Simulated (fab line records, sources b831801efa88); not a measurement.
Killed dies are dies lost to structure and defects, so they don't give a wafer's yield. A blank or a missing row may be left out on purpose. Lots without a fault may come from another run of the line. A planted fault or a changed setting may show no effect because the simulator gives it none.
fab line records | flow sky130 | part 1 of 2: steps 1 to 29 of 39
record lots=5 wafers=15 last_day=49
route steps=708 shown METAL3@568 VIA3@573 METAL4@598 CAP2M@603
lots that met no fault: from a run of the same line without faults
start_h: hours from the record's first day to the start of the lot's first wafer shown | wait_h: hours since the lot's step before | " the same as in the row above | L1.1+2: a row that stands for several wafers | - no value, or no start given | * or withheld: withheld | < > ~ a bound
route shown NAME@n: a module of which the file shows steps, and the number in the route of the first | usual: mean/standard deviation of fault-free wafers | same: alike in all rows | chamber/n: place in a boat | sites: the reading at each site | _std_site: their standard deviation | _edge_site: outer sites' mean less inner sites' | radius_mm: how far each site lies from the wafer's centre | mask NAME#n: copy n | behind: the tool/chamber that last shaped the wafer | hold: why the lot was held/for how many hours/how that ended | device: the transistor (n, p or np) that didn't switch | end of line: the same wafers' tests at the end of the route | a step without rows: its recipe alone | killed: dies lost to structure and defects at the first sort, not the wafer's yield | map: a wafer's dies, x killed, . not, _ none there
set.NAME: the setting as run; set.NAME@STEP: as run at that earlier step | model.NAME: the simulator's own value behind a step, which no gauge read
lots at some steps of the route; a table a step, a row a wafer
services: from which hour (start_h, from the record's first day; less than 0 if before it) a tool's chamber was out of use, for how many hours, and why
## steps
# step SKY_METAL3_METAL_ETCH_18
# recipe target_depth_a=8450 stop_on=SiO2 over_etch_frac=0.3 time_s=183.1 chemistry=Cl2/BCl3 resist_sidewall_deg=88 pressure_mtorr=10 icp_w=900 bias_w=48.5 Cl2_flow_sccm=60 bcl3_flow_sccm=30
# usual drypump_motor_current_A=5.6/0.33 oes_product_au=0.867/0.0069 throttle_valve_pct=22.264/0.0099
# same over_etch_frac=0.3
# columns lot.wafer tool chamber start_h wait_h drypump_motor_current_A oes_product_au rf_hours_counter_h throttle_valve_pct
L079.1 rie_metal-01 0 935.46 0.0 5.3 0.874 2 22.260
L079.2 " 1 " " 6.0 0.869 12 22.251
L079.4 " 1 " " 6.0 0.864 - 22.258
L083.1 rie_metal-01 1 966.39 0.0 6.0 0.870 13 22.255
L083.4 " 1 " " 6.0 0.872 - 22.257
L083.5 " 1 " " 6.0 0.866 - 22.266
L085.1 rie_metal-03 1 982.01 0.0 5.3 0.857 12 22.264
L085.4 " 1 " " 5.3 0.851 - 22.252
L085.6 " 0 " " 6.0 0.858 - 22.255
L089.4 rie_metal-03 0 1009.22 0.1 6.0 0.879 - 22.264
L089.5 " 0 " " 6.0 0.866 - 22.267
L089.6 " 1 " " 5.3 0.862 - 22.253
L090.1 rie_metal-03 1 1034.64 0.0 5.3 0.859 16 22.272
L090.2 " 0 " " 6.0 0.865 20 22.266
L090.3 " 0 " " 6.0 0.864 - 22.251
# step SKY_METAL3_STRIP_19
# recipe chemistry=O2/N2 power_w=1400 pressure_mtorr=1500 platen_temp_c=withheld o2_flow_sccm=3000 n2_flow_sccm=300 overash_fraction=0.5
# usual drypump_motor_current_A=5.46/0.15 n2_flow_sccm=300.0/0.89 oes_product_au=0.501/0.0068 strip_time_to_endpoint_s=6.51/0.14
# columns lot.wafer tool chamber start_h wait_h drypump_motor_current_A n2_flow_sccm oes_product_au rf_hours_counter_h strip_time_to_endpoint_s
L079.1 plasma_asher-04 0 935.63 0.1 5.70 302.5 0.492 19 6.51
L079.2 " 1 " " 5.41 300.1 0.501 19 6.61
L079.4 " 0 " " 5.66 300.6 0.506 - 6.57
L083.1 plasma_asher-02 0 966.57 0.1 5.46 299.9 0.502 82 6.68
L083.4 " 0 " " 5.46 297.3 0.515 - 6.67
L083.5 " 1 " " 5.55 300.0 0.504 - 6.74
L085.1 plasma_asher-01 1 982.18 0.1 5.25 299.6 0.498 56 6.51
L085.4 " 0 " " 5.47 299.9 0.498 - 6.47
L085.6 " 0 " " 5.49 300.0 0.486 - 6.26
L089.4 plasma_asher-01 0 1009.37 0.1 5.47 299.5 0.495 - 6.28
L089.5 " 1 " " 5.21 298.9 0.493 - 6.35
L089.6 " 0 " " 5.46 297.5 0.495 - 6.65
L090.1 plasma_asher-01 0 1034.82 0.1 5.45 301.5 0.510 61 6.61
L090.2 " 1 " " 5.24 302.3 0.496 61 6.25
L090.3 " 1 " " 5.24 301.6 0.493 - 6.30
# step SKY_METAL3_STRIP_20
# recipe chemistry=post_etch_residue_remover time_s=1200 temp_c=72.5
# columns lot.wafer tool chamber start_h wait_h
L079.1+2+4 wet_bench-04 1 935.73 0.1
L083.1+4+5 wet_bench-04 0 966.67 0.1
L085.1+4+6 wet_bench-01 0 982.28 0.1
L089.4+5+6 wet_bench-02 3 1009.43 0.0
L090.1+2+3 wet_bench-01 1 1034.92 0.1
# step SKY_METAL3_CLEAN_21
# recipe chemistry=IPA time_s=180 temp_c=25
# columns lot.wafer tool chamber start_h wait_h
L079.1+2+4 wet_bench-04 2 936.08 0.0
L083.1+4+5 wet_bench-01 1 967.01 0.0
L085.1+4+6 wet_bench-02 2 982.74 0.1
L089.4+5+6 wet_bench-01 0 1009.78 0.0
L090.1+2+3 wet_bench-02 0 1035.26 0.0
# step SKY_METAL3_CLEAN_22
# recipe chemistry=O3/DIW dry=n2_spin
# columns lot.wafer tool chamber start_h wait_h
L079.1+2+4 wet_bench-01 0 936.13 0.0
L083.1+4+5 wet_bench-02 2 967.07 0.0
L085.1+4+6 wet_bench-02 2 982.87 0.1
L089.4+5+6 wet_bench-02 2 1009.83 0.0
L090.1+2+3 wet_bench-01 0 1035.32 0.0
# step SKY_VIA3_HDPCVD_00
# recipe material=SiO2 target_thk_nm=1635 sigma_open_frac=0.3 time_s=272.5 temp_c=400 sih4_flow_sccm=60 pressure_mtorr=6
# columns lot.wafer tool chamber start_h wait_h
L079.1+2+4 hdpcvd-02 1,0,0 936.23 0.0
L083.1+4+5 hdpcvd-02 1,1,2 967.16 0.0
L085.1+4+6 hdpcvd-01 2,0,1 982.97 0.0
L089.4+5+6 hdpcvd-01 0,1,2 1010.01 0.1
L090.1+2+3 hdpcvd-02 1,0,2 1035.41 0.0
# step SKY_VIA3_THK_MEAS_01
# recipe reads=SiO2_of_VIA3_HDPCVD_00
# usual VIA3_HDPCVD_THK=1632/20
# columns lot.wafer tool chamber start_h wait_h VIA3_HDPCVD_THK[nm]
L079.1 film_metro-03 - 936.39 0.1 1610
L079.2 " - " " 1615
L079.4 " - " " 1624
L083.1 film_metro-01 - 967.41 0.2 1644
L083.4 " - " " 1644
L083.5 " - " " 1630
L085.1 film_metro-01 - 983.14 0.1 1651
L085.4 " - " " 1659
L085.6 " - " " 1637
L089.4 film_metro-01 - 1010.12 0.0 1658
L089.5 " - " " 1667
L089.6 " - " " 1650
L090.1 film_metro-03 - 1035.58 0.1 1633
L090.2 " - " " 1641
L090.3 " - " " 1646
# step SKY_VIA3_CMP_02
# recipe material=SiO2 down_force_psi=4 platen_rpm=60 pad_velocity_m_s=0.94248
# usual motor_current_A=11.9/1.3
# columns lot.wafer tool chamber start_h wait_h motor_current_A
L079.4 cmp-02 2 936.57 0.1 12.5
L079.1 " 0 " " 10.3
L079.2 " 1 " " 10.6
L083.1 cmp-01 0 967.52 0.1 12.6
L083.4 " 1 " " 11.9
L083.5 " 0 " " 11.9
L085.1 cmp-02 1 983.25 0.1 10.7
L085.4 " 2 " " 12.5
L085.6 " 0 " " 10.6
L089.4 cmp-02 0 1010.25 0.1 10.5
L089.6 " 2 " " 12.1
L089.5 " 3 " " 11.7
L090.3 cmp-01 3 1035.66 0.0 15.5
L090.1 " 0 " " 12.1
L090.2 " 2 " " 11.1
# step SKY_VIA3_BOW_MEAS_03
# recipe mode=bow
# usual VIA3_BOW=79/7.5
# columns lot.wafer tool chamber start_h wait_h VIA3_BOW[um]
L079.1 film_metro-01 - 936.87 0.1 84
L079.2 " - " " 72
L079.4 " - " " 78
L083.1 film_metro-02 - 967.77 0.2 70
L083.4 " - " " 77
L083.5 " - " " 75
L085.1 film_metro-02 - 983.54 0.2 55
L085.4 " - " " 72
L085.6 " - " " 67
L089.4 film_metro-02 - 1010.51 0.2 72
L089.5 " - " " 74
L089.6 " - " " 97
L090.1 film_metro-01 - 1035.96 0.2 97
L090.2 " - " " 80
L090.3 " - " " 86
# step SKY_VIA3_DEHYDRATE_04
# recipe temp_c=200 time_s=60
# columns lot.wafer tool chamber start_h wait_h
L079.1+2+4 litho_track-04 0 949.38 12.5
L083.1+4+5 litho_track-03 0 979.45 11.7
L085.1+4+6 litho_track-03 0 995.00 11.4
L089.4+5+6 litho_track-04 0 1021.91 11.4
L090.1+2+3 litho_track-04 0 1047.33 11.4
# step SKY_VIA3_HMDS_05
# recipe prime_time_s=60 prime_temp_c=120
# columns lot.wafer tool chamber start_h wait_h
L079.1+2+4 litho_track-04 0 949.53 0.1
L083.1+4+5 litho_track-03 0 979.60 0.1
L085.1+4+6 litho_track-03 0 995.15 0.1
L089.4+5+6 litho_track-04 0 1022.06 0.1
L090.1+2+3 litho_track-04 0 1047.48 0.1
# step SKY_VIA3_COAT_06
# recipe resist=BARC temp_c=withheld time_s=withheld spin_rpm=3000 resist_thk_nm=60
# columns lot.wafer tool chamber start_h wait_h
L079.1+2+4 litho_track-04 0 949.68 0.1
L083.1+4+5 litho_track-03 0 979.75 0.1
L085.1+4+6 litho_track-03 0 995.30 0.1
L089.4+5+6 litho_track-04 0 1022.21 0.1
L090.1+2+3 litho_track-04 0 1047.63 0.1
# step SKY_VIA3_COAT_07
# recipe resist=KrF-thick spin_rpm=3000 resist_thk_nm=450
# columns lot.wafer tool chamber start_h wait_h
L079.1+2+4 litho_track-04 0 - -
L083.1+4+5 litho_track-03 0 - -
L085.1+4+6 litho_track-03 0 - -
L089.4+5+6 litho_track-04 0 - -
L090.1+2+3 litho_track-04 0 - -
# step SKY_VIA3_SOFTBAKE_08
# recipe temp_c=100 time_s=90 resist=KrF-thick
# columns lot.wafer tool chamber start_h wait_h
L079.1+2+4 litho_track-04 0 - -
L083.1+4+5 litho_track-03 0 - -
L085.1+4+6 litho_track-03 0 - -
L089.4+5+6 litho_track-04 0 - -
L090.1+2+3 litho_track-04 0 - -
# step SKY_VIA3_EXPOSE_09
# recipe mask_id=VIM3 na=0.8 source_shape=annular sigma_inner=0.55 sigma_outer=0.85 target_cd_nm=200 dose_mj=38
# columns lot.wafer tool chamber start_h wait_h mask
L079.1+2+4 krf_scanner-02 0 - - VIM3#0
L083.1+4+5 krf_scanner-01 0 - - VIM3#0
L085.1+4+6 krf_scanner-02 0 - - VIM3#0
L089.4+5+6 krf_scanner-02 0 - - VIM3#0
L090.1+2+3 krf_scanner-01 0 - - VIM3#0
# step SKY_VIA3_PEB_10
# recipe peb_temp_c=withheld peb_time_s=withheld resist=KrF-thick
# columns lot.wafer tool chamber start_h wait_h
L079.1+2+4 litho_track-04 0 - -
L083.1+4+5 litho_track-04 0 - -
L085.1+4+6 litho_track-03 0 - -
L089.4+5+6 litho_track-01 0 - -
L090.1+2+3 litho_track-01 0 - -
# step SKY_VIA3_DEVELOP_11
# recipe develop_time_s=60 resist=KrF-thick dev_temp_c=21
# usual developer_temp_C=21.01/0.11
# columns lot.wafer tool chamber start_h wait_h developer_temp_C
L079.1 litho_track-04 0 - - 21.01
L079.2 " 0 " " 20.86
L079.4 " 0 " " 20.93
L083.1 litho_track-04 0 - - 20.97
L083.4 " 0 " " 20.99
L083.5 " 0 " " 20.98
L085.1 litho_track-03 0 - - 21.10
L085.4 " 0 " " 21.08
L085.6 " 0 " " 21.01
L089.4 litho_track-01 0 - - 20.84
L089.5 " 0 " " 21.05
L089.6 " 0 " " 20.88
L090.1 litho_track-01 0 - - 21.07
L090.2 " 0 " " 21.10
L090.3 " 0 " " 21.14
# step SKY_VIA3_CD_MEAS_12
# recipe target_cd_nm=200
# usual cd_nm=200.1/1.3
# columns lot.wafer tool chamber start_h wait_h cd_nm
L079.1 cd_sem-01 - 961.18 - 198.9
L079.2 " - " " 200.0
L079.4 " - " " 199.1
L083.1 cd_sem-02 - 991.38 - 199.8
L083.4 " - " " 200.8
L083.5 " - " " 201.0
L085.1 cd_sem-02 - 1007.20 - 198.7
L085.4 " - " " 199.0
L085.6 " - " " 199.4
L089.4 cd_sem-01 - 1033.40 - 201.9
L089.5 " - " " 203.4
L089.6 " - " " 201.7
L090.1 cd_sem-01 - 1058.19 - 199.8
L090.2 " - " " 199.3
L090.3 " - " " 199.4
# step SKY_VIA3_OVL_MEAS_13
# usual VIA3_OVL=-4/6.8
# columns lot.wafer tool chamber start_h wait_h VIA3_OVL[nm]
L079.1 overlay-01 - 961.30 0.1 -7
L079.2 " - " " -16
L079.4 " - " " -5
L083.1 overlay-01 - 991.50 0.1 -5
L083.4 " - " " -3
L083.5 " - " " -2
L085.1 overlay-02 - 1007.32 0.1 4
L085.4 " - " " -4
L085.6 " - " " -3
L089.4 overlay-02 - 1033.48 0.1 -13
L089.5 " - " " -7
L089.6 " - " " -9
L090.1 overlay-01 - 1058.31 0.1 -2
L090.2 " - " " -6
L090.3 " - " " 4
# step SKY_VIA3_ETCH_14
# recipe chemistry=N2/H2 target=BARC ion_energy_ev=200 source_w=500 bias_w=100 pressure_mtorr=30 n2_flow_sccm=100 h2_flow_sccm=200 stop_on=SiO2 time_s=45.9 target_depth_a=600
# usual drypump_motor_current_A=5.5/0.36 h2_flow_sccm=200.1/0.59 n2_flow_sccm=100.00/0.28 oes_product_au=0.855/0.0047 throttle_valve_pct=13.222/0.0091
# columns lot.wafer tool chamber start_h wait_h drypump_motor_current_A h2_flow_sccm n2_flow_sccm oes_product_au rf_hours_counter_h throttle_valve_pct
L079.1 rie_diel-04 3 961.34 0.0 5.2 200.6 100.31 0.854 15 13.226
L079.2 " 0 " " 5.0 199.9 99.91 0.850 11 13.215
L079.4 " 1 " " 5.8 200.4 99.63 0.859 14 13.214
L083.1 rie_diel-03 0 991.54 0.0 5.2 200.6 100.08 0.848 28 13.220
L083.4 " 3 " " 5.3 200.4 99.84 0.859 28 13.241
L083.5 " 2 " " 5.1 201.3 99.80 0.852 - 13.231
L085.1 rie_diel-04 3 1007.36 0.0 5.2 199.6 100.56 0.858 16 13.235
L085.4 " 0 " " 5.0 199.7 99.95 0.857 13 13.217
L085.6 " 2 " " 5.6 201.0 100.21 0.850 - 13.227
L089.4 rie_diel-03 1 1033.50 0.0 5.4 200.7 100.05 0.853 13 13.245
L089.5 " 2 " " 5.1 199.9 99.78 0.866 - 13.220
L089.6 " 1 " " 5.3 200.1 99.71 0.852 - 13.220
L090.1 rie_diel-02 0 1058.35 0.0 6.0 201.2 100.21 0.859 30 13.235
L090.2 " 1 " " 6.0 200.5 99.74 0.857 23 13.227
L090.3 " 2 " " 5.9 200.8 99.65 0.860 31 13.228
# step SKY_VIA3_ETCH_15
# recipe target=SiO2 chemistry=C4F8/O2/Ar target_depth_nm=507 stop_on=TiN mask_material=KrF-thick source_w=1500 bias_w=1200 pressure_mtorr=40 c4f8_flow_sccm=withheld O2_flow_sccm=6 Ar_flow_sccm=300 time_s=78
# usual oes_product_au=0.946/0.0052
# columns lot.wafer tool chamber start_h wait_h oes_product_au rf_hours_counter_h
L079.1 rie_diel-04 3 961.38 0.0 0.948 15
L079.2 " 0 " " 0.937 11
L079.4 " 1 " " 0.947 14
L083.1 rie_diel-03 0 991.58 0.0 0.940 28
L083.4 " 3 " " 0.946 28
L083.5 " 2 " " 0.947 -
L085.1 rie_diel-04 3 1007.40 0.0 0.928 16
L085.4 " 0 " " 0.944 13
L085.6 " 2 " " 0.953 -
L089.4 rie_diel-03 1 1033.54 0.0 0.949 13
L089.5 " 2 " " 0.948 -
L089.6 " 1 " " 0.948 -
L090.1 rie_diel-02 0 1058.39 0.0 0.945 30
L090.2 " 1 " " 0.942 23
L090.3 " 2 " " 0.940 31
# step SKY_VIA3_STRIP_16
# recipe chemistry=O2/N2 power_w=1400 pressure_mtorr=1500 platen_temp_c=withheld o2_flow_sccm=3000 n2_flow_sccm=300 overash_fraction=0.5
# usual drypump_motor_current_A=5.47/0.18 n2_flow_sccm=299.8/0.9 oes_product_au=0.402/0.0042 strip_time_to_endpoint_s=4.12/0.032
# columns lot.wafer tool chamber start_h wait_h drypump_motor_current_A n2_flow_sccm oes_product_au rf_hours_counter_h strip_time_to_endpoint_s
L079.1 plasma_asher-02 0 961.44 0.0 5.49 300.2 0.410 81 4.07
L079.2 " 1 " " 5.53 298.5 0.399 81 4.13
L079.4 " 0 " " 5.46 300.9 0.410 - 4.09
L083.1 plasma_asher-02 0 991.64 0.0 5.48 299.6 0.400 84 4.06
L083.4 " 0 " " 5.47 300.0 0.401 - 4.11
L083.5 " 1 " " 5.56 298.3 0.409 - 4.12
L085.1 plasma_asher-02 0 1007.46 0.0 5.48 301.4 0.401 85 4.08
L085.4 " 0 " " 5.47 301.2 0.396 - 4.12
L085.6 " 0 " " 5.48 299.5 0.400 - 4.07
L089.4 plasma_asher-01 0 1033.64 0.1 5.47 298.9 0.398 - 4.13
L089.5 " 0 " " 5.48 299.2 0.396 - 4.14
L089.6 " 1 " " 5.24 299.4 0.404 - 4.13
L090.1 plasma_asher-02 1 1058.45 0.0 5.52 299.5 0.405 90 4.15
L090.2 " 0 " " 5.45 300.7 0.401 90 4.10
L090.3 " 1 " " 5.53 300.5 0.398 - 4.14
# step SKY_VIA3_STRIP_17
# recipe chemistry=post_etch_residue_remover time_s=1200 temp_c=72.5
# columns lot.wafer tool chamber start_h wait_h
L079.1+2+4 wet_bench-04 2 961.54 0.1
L083.1+4+5 wet_bench-04 0 991.74 0.1
L085.1+4+6 wet_bench-03 1 1007.56 0.1
L089.4+5+6 wet_bench-03 3 1033.70 0.0
L090.1+2+3 wet_bench-02 3 1058.61 0.1
# step SKY_VIA3_CLEAN_18
# recipe chemistry=IPA time_s=180 temp_c=25
# columns lot.wafer tool chamber start_h wait_h
L079.1+2+4 wet_bench-02 1 961.88 0.0
L083.1+4+5 wet_bench-03 1 992.08 0.0
L085.1+4+6 wet_bench-04 2 1007.90 0.0
L089.4+5+6 wet_bench-04 3 1034.04 0.0
L090.1+2+3 wet_bench-03 2 1058.98 0.0
# step SKY_VIA3_CLEAN_19
# recipe chemistry=O3/DIW dry=n2_spin
# columns lot.wafer tool chamber start_h wait_h
L079.1+2+4 wet_bench-03 1 961.94 0.0
L083.1+4+5 wet_bench-02 1 992.14 0.0
L085.1+4+6 wet_bench-03 0 1007.96 0.0
L089.4+5+6 wet_bench-03 0 1034.17 0.0
L090.1+2+3 wet_bench-02 3 1059.05 0.0
# step SKY_VIA3_SPUTTER_20
# recipe material=TiN target_thk_nm=20 chamber_pressure_pa=5 power_w=4000 time_s=80
# usual throttle_valve_pct=30.1/0.66
# columns lot.wafer tool chamber start_h wait_h throttle_valve_pct
L079.1 pvd_sputter-04 - 962.03 0.0 29.1
L079.2 " - " " 29.6
L079.4 " - " " 31.0
L083.1 pvd_sputter-01 - 992.24 0.0 30.0
L083.4 " - " " 30.2
L083.5 " - " " 29.6
L085.1 pvd_sputter-03 - 1008.05 0.0 29.9
L085.4 " - " " 30.8
L085.6 " - " " 29.9
L089.4 pvd_sputter-03 - 1034.26 0.0 29.7
L089.5 " - " " 29.4
L089.6 " - " " 29.7
L090.1 pvd_sputter-01 - 1059.15 0.0 30.2
L090.2 " - " " 29.4
L090.3 " - " " 30.4
# step SKY_VIA3_CVD_21
# recipe material=W target_thk_nm=390 time_s=117.31 temp_c=400 pressure_torr=40
# usual heater_power_w=895/120
# columns lot.wafer tool chamber start_h wait_h heater_power_w
L079.1 cvd_w-02 0 962.09 0.0 1088
L079.2 " 1 " " 908
L079.4 " 1 " " 877
L083.1 cvd_w-02 0 992.30 0.0 1083
L083.4 " 1 " " 883
L083.5 " 1 " " 877
L085.1 cvd_w-02 1 1008.11 0.0 878
L085.4 " 0 " " 1096
L085.6 " 0 " " 1082
L089.4 cvd_w-02 0 1034.36 0.1 1070
L089.5 " 1 " " 910
L089.6 " 0 " " 1083
L090.1 cvd_w-02 0 1059.21 0.0 1069
L090.2 " 1 " " 902
L090.3 " 0 " " 1066
# step SKY_VIA3_RS_MEAS_22
# recipe thk_meas_gauge=four-point-probe reads=W_of_VIA3_CVD_21+TiN_of_VIA3_SPUTTER_20
# usual VIA3_W_RS=0.293/0.0031
# columns lot.wafer tool chamber start_h wait_h VIA3_W_RS[ohm/sq]
L079.1 film_metro-01 - 962.22 0.1 0.291
L079.2 " - " " 0.288
L079.4 " - " " 0.292
L083.1 film_metro-02 - 992.43 0.1 0.291
L083.4 " - " " 0.289
L083.5 " - " " 0.293
L085.1 film_metro-01 - 1008.24 0.1 0.295
L085.4 " - " " 0.298
L085.6 " - " " 0.295
L089.4 film_metro-03 - 1034.51 0.1 0.299
L089.5 " - " " 0.300
L089.6 " - " " 0.297
L090.1 film_metro-01 - 1059.33 0.1 0.294
L090.2 " - " " 0.295
L090.3 " - " " 0.292
# step SKY_VIA3_THK_MEAS_23
# recipe thk_meas_gauge=xrf reads=W_of_VIA3_CVD_21
# usual VIA3_W_THK=375/5.1
# columns lot.wafer tool chamber start_h wait_h VIA3_W_THK[nm]
L079.1 film_metro-01 - 962.34 0.1 381
L079.2 " - " " 387
L079.4 " - " " 379
L083.1 film_metro-02 - 992.55 0.1 372
L083.4 " - " " 373
L083.5 " - " " 369
L085.1 film_metro-01 - 1008.36 0.1 374
L085.4 " - " " 371
L085.6 " - " " 374
L089.4 film_metro-03 - 1034.60 0.1 367
L089.5 " - " " 366
L089.6 " - " " 371
L090.1 film_metro-01 - 1059.45 0.1 374
L090.2 " - " " 373
L090.3 " - " " 377
